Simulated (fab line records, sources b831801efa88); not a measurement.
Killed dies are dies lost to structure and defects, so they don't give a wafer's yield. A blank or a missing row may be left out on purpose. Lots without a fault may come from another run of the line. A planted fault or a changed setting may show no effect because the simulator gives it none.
A struck lot beside a sound one | flow gf180mcu | 18 steps out of a route of 602
Sound: wafers L525.1, L525.3, L525.5. Struck: wafers L533.2, L533.4, L533.6. The cause comes at the end.
At each step with rows: each side's tool, then ch and its chambers, then its first start. Under that, the readings that differ: sound wafers | struck wafers | difference of the means | sigmas: that difference in standard deviations of wafers without a fault.
alike: readings whose means differ by less than 2 such deviations, and words and numbers that are the same on both sides. not compared: withheld readings, readings that some wafer has no value for, bounds like >300 that may hide the same value, and numbers for which the record gives no deviation and whose values overlap.
The two part at a step that has a row with sigmas, a row that says differs or no value, or rows on one side only. Numbers that don't overlap but have no deviation are shown without sigmas and don't part them. A reading that every wafer of one side lacks parts them only if that side has two wafers or more.

GF_STI_BOW_MEAS_00:
  sound on film_metro-02, day 3 12:00; struck on film_metro-01, day 5 04:01
  alike: INCOMING_BOW
then, 1 step without rows for these wafers: GF_STI_OXIDATION_01 (stabilise 600 s, purge 300 s, target thk 10 nm).
GF_STI_THK_MEAS_02:
  sound on film_metro-01, day 3 14:34; struck on film_metro-02, day 5 06:31
  alike: STI_OXIDATION_THK
then, 1 step without rows for these wafers: GF_STI_CVD_03 (deposits Si3N4 from DCS/NH3, target thk 207.16 nm, time 3551 s).
GF_STI_THK_MEAS_04:
  sound on film_metro-03, day 3 16:37; struck on film_metro-02, day 5 08:34
  reading             | sound             | struck            | difference | sigmas
  STI_CVD_03_THK (nm) | 212.0 211.2 212.1 | 206.1 206.9 205.7 | -5.5       | -3
then, 2 steps without rows for these wafers: GF_STI_DEHYDRATE_05 (time 60 s); GF_STI_HMDS_06 (prime time 60 s).
GF_STI_COAT_07: resist thk 700 nm.
  sound on litho_track-03 ch 0, day 3 22:37; struck on litho_track-04 ch 0, day 5 15:52
  reading                              | sound             | struck            | difference | sigmas
  model.KrF_of_STI_COAT_07.thk_nm (nm) | 700.7 699.2 696.5 | 724.6 726.5 729.2 | +28.0      |
then, 4 steps without rows for these wafers: GF_STI_SOFTBAKE_08 (time 60 s); GF_STI_EXPOSE_09 (exposes mask COMP, target cd 220 nm); GF_STI_PEB_10 (peb time 90 s); GF_STI_DEVELOP_11 (develop time 60 s).
GF_STI_CD_MEAS_12: target cd 220 nm.
  sound on cd_sem-01, day 4 05:14; struck on cd_sem-02, day 5 23:35
  alike: cd_nm
GF_STI_ETCH_13: etches the open film in CHF3/O2, stops on Si, target depth 282.31 nm, time 112.9 s.
  sound on rie_diel-04 ch 1,2, day 4 05:22; struck on rie_diel-03 ch 0,1,3, day 5 23:41
  reading                     | sound       | struck      | difference | sigmas
  drypump_motor_current_A (A) | 6.5 5.8 6.5 | 5.3 5.2 5.1 | -1.1       | -2
  alike: O2_flow_sccm, bias_w, chf3_flow_sccm, oes_product_au, throttle_valve_pct
  not compared: rf_hours_counter_h
GF_STI_ETCH_14: etches Si in HBr/Cl2/O2, target depth 360 nm, time 102.9 s.
  sound on rie_si-02 ch 0,2,3, day 4 05:26; struck on rie_si-02 ch 0,1,3, day 5 23:46
  reading                              | sound           | struck            | difference | sigmas
  model.KrF_of_STI_COAT_07.thk_nm (nm) | 322.3 319.4 317 | 347.5 344.6 355.2 | +29.5      |
  alike: O2_flow_sccm, bias_w, drypump_motor_current_A, oes_product_au, throttle_valve_pct
  not compared: rf_hours_counter_h
GF_STI_STRIP_15: strips in O2/N2.
  sound on plasma_asher-03 ch 1, day 4 05:31; struck on plasma_asher-01 ch 0, day 5 23:50
  reading                      | sound             | struck            | difference | sigmas
  oes_product_au (a.u.)        | 0.383 0.381 0.384 | 0.404 0.395 0.396 | +0.016     | +3
  strip_time_to_endpoint_s (s) | 3.76 3.71 3.70    | 4.01 3.98 4.10    | +0.31      | +4
  alike: drypump_motor_current_A, heater_power_w
  not compared: rf_hours_counter_h
then, 2 steps without rows for these wafers: GF_STI_CLEAN_16 (cleans in dHF, time 25 s); GF_PASSIVATION_PROBE_99.

WHERE THEY PART
First at GF_STI_THK_MEAS_04; last, within this record, at GF_STI_STRIP_15.

WHY: what the simulator had put in
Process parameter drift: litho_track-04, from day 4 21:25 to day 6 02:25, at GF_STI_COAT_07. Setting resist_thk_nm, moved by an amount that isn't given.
